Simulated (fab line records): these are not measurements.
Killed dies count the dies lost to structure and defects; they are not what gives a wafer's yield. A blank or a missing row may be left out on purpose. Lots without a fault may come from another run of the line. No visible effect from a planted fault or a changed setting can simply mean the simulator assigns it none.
A struck lot beside a sound one :: flow sfq_line :: 13 steps out of a route of 325
Sound: these wafers, L539.1, L539.3, L539.4. Wafers struck: L547.1, L547.4, L547.5. The cause comes at the end.
Each step with rows lists, per side, the tool, then ch with its chambers, then its first start. Under that, the readings that differ: sound wafers :: struck wafers :: difference of the means :: sigmas: that difference in standard deviations of wafers without a fault.
alike: words and numbers the same on both sides, and readings whose means are apart by under 2 such deviations; not compared: readings that were withheld, readings missing a value for some wafer, numbers with overlapping values and no deviation given by the record, and bounds like >300 which may hide the same value.
A row with sigmas, a row that says differs or no value, or rows on one side alone: a step with any of these is where the two part. Non-overlapping numbers with no deviation appear without sigmas and do not part them. A reading that every wafer of one side lacks parts them only if that side has two wafers or more.

first, 4 steps without rows for these wafers: SFQ_TRILAYER_M1_LITHO_COAT_044 (resist thk 62 nm); SFQ_TRILAYER_M1_LITHO_COAT_039 (resist thk 600 nm); SFQ_TRILAYER_M1_LITHO_SOFTBAKE_043; SFQ_TRILAYER_M1_LITHO_EXPOSE_040 (exposes mask M1, target cd 500 nm).
SFQ_TRILAYER_M1_LITHO_PEB_042: peb time 61.81 s.
  sound on litho_track-02 ch 0, day 12 17:31; struck on litho_track-03 ch 0, day 15 03:04
  alike: plate_sensor_t_centre_C, plate_sensor_t_edge_C
then, 1 step without rows for these wafers: SFQ_TRILAYER_M1_LITHO_DEVELOP_041 (time 60 s).
SFQ_M1_OVL_MEAS_911:
  sound on overlay-02 at day 12 17:49; struck on overlay-01 at day 15 03:22
  alike: M1_OVL
SFQ_TRILAYER_M1_BARC_OPEN_METAL_ETCH_054: etches BARC in O2, target depth 125 nm, time 41.7 s.
  sound on rie_metal-02 ch 0,1, day 12 17:51; struck on rie_metal-04 ch 0,1, day 15 03:25
  alike: drypump_motor_current_A, oes_product_au
  not compared: rf_hours_counter_h
SFQ_TRILAYER_M1_ETCH_METAL_ETCH_042: etches Nb in Cl2/Ar, stops on SiO2, target depth 240 nm, time 120 s.
  sound on rie_metal-02 ch 0,1, day 12 17:55; struck on rie_metal-04 ch 0,1, day 15 03:28
  alike: drypump_motor_current_A, oes_product_au
  not compared: rf_hours_counter_h
SFQ_TRILAYER_M1_STRIP_STRIP_043: strips in O2.
  sound on rie_metal-02 ch 0,1, day 12 18:02; struck on rie_metal-04 ch 0,1, day 15 03:35
  alike: drypump_motor_current_A, oes_product_au
  not compared: rf_hours_counter_h
then, 1 step without rows for these wafers: SFQ_TRILAYER_M1_STRIP_SOLV_CLEAN_044 (cleans in NMP, time 600 s).
SFQ_TRILAYER_I1_DEP_PECVD_045: deposits SiO2 from SiH4/N2O, time 111.11 s, target thk 500 nm.
  sound on pecvd-01 ch 0,2, day 12 18:49; struck on pecvd-02 ch 0,2, day 15 04:22
reading: run_length_s (s)
sound: 138.1 138.8 139.5
struck: 134.5 136.0 134.5
difference: -3.8
sigmas: -6

reading: model.SiO2_of_TRILAYER_I1_DEP_PECVD_045.thk_nm (nm)
sound: 498.7 493.8 500.8
struck: 462.3 474.3 480.1
difference: -25.5
sigmas: 
  alike: heater_power_w, throttle_valve_pct
SFQ_TRILAYER_I1_CMP_CMP_046: polishes SiO2.
  sound on cmp-02 ch 0,1,2, day 13 05:31; struck on cmp-02 ch 1,2,3, day 15 16:52
reading: time_to_endpoint_s (s)
sound: 216 214 219
struck: 184 194 198
difference: -24
sigmas: -4
  alike: edge_zone_pressure_frac, motor_current_A

WHERE THEY PART
First at SFQ_TRILAYER_I1_DEP_PECVD_045; last, within this record, at SFQ_TRILAYER_I1_CMP_CMP_046.

WHY: the cause the simulator had injected
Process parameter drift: pecvd-02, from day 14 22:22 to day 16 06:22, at SFQ_TRILAYER_I1_DEP_PECVD_045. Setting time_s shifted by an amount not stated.
